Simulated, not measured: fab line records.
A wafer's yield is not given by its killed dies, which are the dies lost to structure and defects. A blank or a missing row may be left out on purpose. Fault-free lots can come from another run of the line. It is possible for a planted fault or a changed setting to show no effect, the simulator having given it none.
Chamber matching | flow sky130 | SKY_LI_CONTACT_ETCH_15 on rie diel-03 has 3 sister chambers
The step etches PSG in C4F8/O2/Ar, stops on Si, target depth 600 nm. 6 wafers are shown with their chamber, then 6 later ones without.

== WAFERS WITH THEIR CHAMBER ==
wafer  | chamber | rf fwd power W (W) | oes product au (a.u.)
L084.3 | 0       | 1498               | 0.836
L085.4 | 0       | 1490               | 0.837
L085.5 | 3       | 1498               | 0.832
L086.3 | 3       | 1492               | 0.837
L086.6 | 2       | 1495               | 0.840
L088.1 | 2       | 1499               | 0.831

== WAFERS MISSING THEIR CHAMBER ==
wafer  | rf fwd power W (W) | oes product au (a.u.)
L088.5 | 1491               | 0.842
L090.5 | 1498               | 0.836
L090.6 | 1497               | 0.835
L091.2 | 1495               | 0.844
L091.5 | 1497               | 0.842
L091.6 | 1489               | 0.842

== EACH ONE'S CHAMBER ==
wafer  | from the rows above          | in truth
L088.5 | can't be placed: 0 or 3 or 2 | 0
L090.5 | can't be placed: 2 or 3 or 0 | 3
L090.6 | can't be placed: 2 or 3 or 0 | 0
L091.2 | can't be placed: 0 or 2 or 3 | 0
L091.5 | can't be placed: 0 or 2 or 3 | 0
L091.6 | can't be placed: 0 or 3 or 2 | 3
Correct placement for 0 of the 6. Can't be placed from these rows: 6 (the true chamber is among the candidates in 6). Number placed wrongly: 0.
How it was worked out, from the rows above alone: a wafer's distance from a chamber is the root of the sum, over the readings, of the square of ((its reading less the chamber's mean) divided by the reading's scatter). The wafer belongs to the nearest chamber; if the next one is less than 2 further off, it can't be placed. For every chamber, the mean is computed from those of its wafers that are shown. The scatter: take each reading less its chamber's mean, square it, sum over the shown wafers, divide by the number of wafers less the number of chambers, and take the root.
